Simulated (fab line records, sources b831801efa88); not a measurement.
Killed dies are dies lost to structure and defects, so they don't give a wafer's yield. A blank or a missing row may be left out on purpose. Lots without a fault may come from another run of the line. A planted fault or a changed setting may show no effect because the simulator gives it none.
A struck lot beside a sound one | flow sky130 | 31 steps out of a route of 708
Sound: wafers L860.1, L860.4, L860.5. Struck: wafer L871.5. (L871.1, L871.6 of the same lot were not struck and are left out.) The cause comes at the end.
At each step with rows: each side's tool, then ch and its chambers, then its first start. Under that, the readings that differ: sound wafers | struck wafers | difference of the means | sigmas: that difference in standard deviations of wafers without a fault.
alike: readings whose means differ by less than 2 such deviations, and words and numbers that are the same on both sides. not compared: withheld readings, readings that some wafer has no value for, bounds like >300 that may hide the same value, and numbers for which the record gives no deviation and whose values overlap.
The two part at a step that has a row with sigmas, a row that says differs or no value, or rows on one side only. Numbers that don't overlap but have no deviation are shown without sigmas and don't part them. A reading that every wafer of one side lacks parts them only if that side has two wafers or more.

SKY_CONTACT_ETCH_18: etches Si3N4 in CHF3/O2, stops on TiN, time 39 s, target depth 75 nm.
  sound on rie_diel-01 ch 0,1; struck on rie_diel-01 ch 2
  alike: chamber_pressure_mTorr, drypump_motor_current_A, oes_product_au, throttle_valve_pct
  not compared: rf_hours_counter_h
then, 6 steps without rows for these wafers: SKY_CONTACT_STRIP_19 (strips in O2/N2); SKY_CONTACT_STRIP_20 (strips in post etch residue remover, time 1200 s); SKY_CONTACT_CLEAN_21 (cleans in IPA, time 180 s); SKY_CONTACT_CLEAN_22 (cleans in O3/DIW); SKY_CONTACT_SPUTTER_23 (material TiN, target thk 20 nm, time 80 s); SKY_CONTACT_CVD_24 (deposits W, target thk 340 nm, time 102.12 s).
SKY_CONTACT_RS_MEAS_25: measures by four-point-probe.
  sound on film_metro-01, day 33 22:35; struck on film_metro-01, day 37 04:05
  alike: CONTACT_W_RS
SKY_CONTACT_THK_MEAS_26: measures by xrf.
  sound on film_metro-01, day 33 22:42; struck on film_metro-01, day 37 04:12
  reading            | sound       | struck | difference | sigmas
  CONTACT_W_THK (nm) | 343 342 347 | 352    | +8         | +2
SKY_CONTACT_CMP_27: polishes, stops on SiO2, t overpolish 15 s, target thk 0 nm.
  sound on cmp-02 ch 0,2, day 33 22:46; struck on cmp-02 ch 3, day 37 04:19
  alike: motor_current_A, overpolish_run_s, time_to_endpoint_s
then, 1 step without rows for these wafers: SKY_METAL1_SPUTTER_00 (material Ti, target thk 15 nm, time 10 s).
SKY_METAL1_SPUTTER_01: material TiN, target thk 20 nm, time 16.7 s.
  sound on pvd_sputter-03, day 33 23:05; struck on pvd_sputter-04, day 37 04:35
  alike: throttle_valve_pct
SKY_METAL1_SPUTTER_02: material AlCu, target thk 250 nm, time 13.3 s.
  sound on pvd_sputter-03, day 33 23:07; struck on pvd_sputter-04, day 37 04:37
  reading                                     | sound             | struck | difference | sigmas
  model.AlCu_of_METAL1_SPUTTER_02.thk_nm (nm) | 249.4 251.3 246.2 | 386.5  | +137.5     |
  alike: throttle_valve_pct
SKY_METAL1_SPUTTER_03: material Ti, target thk 5 nm, time 3.3 s.
  sound on pvd_sputter-03, day 33 23:08; struck on pvd_sputter-04, day 37 04:38
  alike: throttle_valve_pct
SKY_METAL1_SPUTTER_04: material TiN, target thk 70 nm, time 58.3 s.
  sound on pvd_sputter-03, day 33 23:09; struck on pvd_sputter-04, day 37 04:39
  alike: throttle_valve_pct
SKY_METAL1_RS_MEAS_05: measures by four-point-probe.
  sound on film_metro-01, day 33 23:12; struck on film_metro-04, day 37 04:59
  reading                 | sound                | struck | difference | sigmas
  METAL1_ALCU_RS (ohm/sq) | 0.1274 0.1262 0.1288 | 0.0811 | -0.0464    | -42
  not compared: hold
SKY_METAL1_THK_MEAS_06: measures by xrf.
  sound on film_metro-01, day 33 23:19; struck on film_metro-04, day 37 06:26
  reading              | sound             | struck | difference | sigmas
  METAL1_ALCU_THK (nm) | 250.6 253.3 247.8 | 393.8  | +143.2     | +57
  not compared: hold
then, 7 steps without rows for these wafers: SKY_METAL1_HMDS_08 (prime time 60 s); SKY_METAL1_COAT_09 (resist thk 60 nm); SKY_METAL1_COAT_10 (resist thk 450 nm); SKY_METAL1_SOFTBAKE_11 (time 90 s); SKY_METAL1_EXPOSE_12 (exposes mask MM1, target cd 140 nm); SKY_METAL1_PEB_13; SKY_METAL1_DEVELOP_14 (develop time 60 s).
SKY_METAL1_CD_MEAS_15: target cd 140 nm.
  sound on cd_sem-02, day 35 02:24; struck on cd_sem-01, day 38 07:09
  alike: cd_nm
SKY_METAL1_OVL_MEAS_16:
  sound on overlay-01, day 35 02:31; struck on overlay-02, day 38 07:16
  alike: METAL1_OVL
then, 2 steps without rows for these wafers: SKY_METAL1_DESCUM_17 (chemistry O2, time 8 s); SKY_METAL1_ETCH_18 (etches BARC in N2/H2, stops on SiO2, time 45.9 s, target depth 60 nm).
SKY_METAL1_METAL_ETCH_19: etches the open film in Cl2/BCl3, stops on SiO2, target depth 360 nm, time 78 s.
  sound on rie_metal-03 ch 0,1, day 35 02:39; struck on rie_metal-01 ch 0, day 38 07:24
  reading                     | sound             | struck | difference | sigmas
  drypump_motor_current_A (A) | 5.1 5.1 5.1       | 5.9    | +0.8       | +2
  oes_product_au (a.u.)       | 0.865 0.859 0.844 | 1.005  | +0.149     | +29
  alike: chamber_pressure_mTorr, throttle_valve_pct
  not compared: rf_hours_counter_h
then, 1 step without rows for these wafers: SKY_METAL1_STRIP_20 (strips in O2/N2).
-- the record jumps here: 12 days lie between the struck wafers' starts before and after (it left off in module METAL1 and takes up again in module PAD_OPEN, whose first step shown is number 708 of the route) --
SKY_PAD_OPEN_PROBE_99:
  sound on prober-02, day 47 23:48; struck on prober-01, day 50 04:57
  reading                  | sound          | struck                   | difference                   | sigmas
  hold                     | - - -          | await_dispo/3.2h/release | no value on the sound wafers |
  defect_limited_yield (%) | 82.3 80.3 78.3 | 0                        | -80                          | -36
  killed_at_M0_to_M3       | 38 47 53       | 444                      | +398                         | +53
  killed_dies              | 87 97 107      | 492                      | +395                         | +36
  killed_on_rim            | 14 18 24       | 96                       | +77                          | +21
  sort_bin_5_function (%)  | 9.1 10.8 13.6  | 91.5                     | +80.3                        | +50
  sort_n_pass              | 405 395 385    | 0                        | -395                         | -36
  sort_yield_pct (%)       | 82.3 80.3 78.3 | 0                        | -80                          | -36
  alike: killed_at_M4_up, killed_at_contacts, killed_at_front_end, killed_open, killed_short, sort_bin_3_pad_short, sort_bin_6_memory

WHERE THEY PART
First at SKY_CONTACT_THK_MEAS_26; last, within this record, at SKY_PAD_OPEN_PROBE_99.

WHY: what the simulator had put in
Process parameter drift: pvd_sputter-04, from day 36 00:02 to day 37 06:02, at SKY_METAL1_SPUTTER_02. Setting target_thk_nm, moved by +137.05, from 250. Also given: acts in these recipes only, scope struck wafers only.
